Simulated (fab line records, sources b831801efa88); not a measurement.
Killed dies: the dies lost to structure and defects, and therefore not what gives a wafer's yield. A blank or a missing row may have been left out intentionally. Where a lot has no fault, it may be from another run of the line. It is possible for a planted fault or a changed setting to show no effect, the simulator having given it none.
Matching of chambers	flow gf180mcu	GF_V4_CVD_02 on pecvd-02 has 3 sister chambers
The step deposits SiO2 from TEOS, target thk 850 nm, time 94.851 s. 6 wafers are shown with their chamber, then 6 later ones without.

== EACH WAFER AND ITS CHAMBER ==
wafer	chamber	heater power w (W)	rf fwd power W (W)
L740.1	0	744	595.3
L741.2	1	979	594.1
L741.4	2	605	594.1
L741.5	0	628	595.0
L742.3	1	886	596.7
L742.4	2	595	597.1

== WAFERS WHOSE CHAMBER IS MISSING ==
wafer	heater power w (W)	rf fwd power W (W)
L742.5	724	595.4
L744.3	637	598.2
L744.4	1023	597.2
L744.5	695	597.3
L750.4	486	595.5
L750.6	733	595.6

== WHICH CHAMBER EACH ONE RAN IN ==
wafer	from the rows above	in truth
L742.5	can't be placed: 0 or 2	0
L744.3	can't be placed: 2 or 0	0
L744.4	1	1
L744.5	can't be placed: 0 or 2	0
L750.4	can't be placed: 2 or 0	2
L750.6	can't be placed: 0 or 2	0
1 of 6 placed correctly. Cannot be placed on the basis of these rows: 5; the candidates contain the true chamber in 5. Wrongly placed: 0.
How it was worked out, from the rows above alone: a wafer's distance from a chamber is the root of the sum, over the readings, of the square of ((its reading less the chamber's mean) divided by the reading's scatter). The wafer belongs to the nearest chamber; if the next one is less than 2 further off, it can't be placed. Each chamber's mean is taken over the wafers shown for it. The scatter: take each reading less its chamber's mean, square it, sum over the shown wafers, divide by the number of wafers less the number of chambers, and take the root.
